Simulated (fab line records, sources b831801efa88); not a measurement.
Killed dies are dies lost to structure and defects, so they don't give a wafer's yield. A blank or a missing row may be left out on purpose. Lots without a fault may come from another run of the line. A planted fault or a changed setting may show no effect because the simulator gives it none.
Which tool did it? | flow sky130 | 6 lots, 18 wafers sampled, at 2 steps of a route of 708

WHAT THE GAUGES READ, wafer by wafer
SKY_POLY_CUT_OVL_MEAS_09.
lot  | measured     | on         | POLY_CUT_OVL (nm)
L628 | day 26 11:17 | overlay-02 | -1 -9 -5
L632 | day 27 07:34 | overlay-02 | -9 -9 -8
L635 | day 28 11:31 | overlay-01 | 4 4 4
L637 | day 29 05:23 | overlay-02 | -4 -14 -9
L645 | day 31 21:49 | overlay-02 | -5 -9 -8
L648 | day 32 08:01 | overlay-02 | -1 1 -3

WHICH TOOL RAN EACH LOT (tool, then ch and the chambers of the sampled wafers, then the start)
lot  | SKY_SPACER_ETCHBACK_02
L628 | rie_diel-03 ch 0,2,3, day 25 05:11
L632 | rie_diel-02 ch 0,2,3, day 26 01:01
L635 | rie_diel-02 ch 1,2,3, day 27 06:31
L637 | rie_diel-03 ch 0,2,3, day 28 00:12
L645 | rie_diel-02 ch 0,1,2, day 30 17:51
L648 | rie_diel-04 ch 0,1,3, day 31 04:41
- SKY_SPACER_ETCHBACK_02: etches Si3N4 in CH3F/O2, stops on SiO2, time 46.7 s, target depth 45 nm.

THE ANSWER, worked out from the rows above alone
Rule: what is usual is taken from the lots themselves. Put in order of their means at a reading, lots are off if they are a third of the lots or fewer, leave a main group of 4 or more, and stand apart from it by a gap of 3 or more times the standard deviation of the main group's means; of several such gaps the widest counts. A main group whose means are all the same, to the digits that the tables above print for the reading, isn't used. A lot without any number at a reading at which 4 lots or more have one is off too. The other lots that the step has rows for count as sound.
No lot is off at any reading shown: from this, nothing can be told.

WHAT THE SIMULATOR HAD PUT IN
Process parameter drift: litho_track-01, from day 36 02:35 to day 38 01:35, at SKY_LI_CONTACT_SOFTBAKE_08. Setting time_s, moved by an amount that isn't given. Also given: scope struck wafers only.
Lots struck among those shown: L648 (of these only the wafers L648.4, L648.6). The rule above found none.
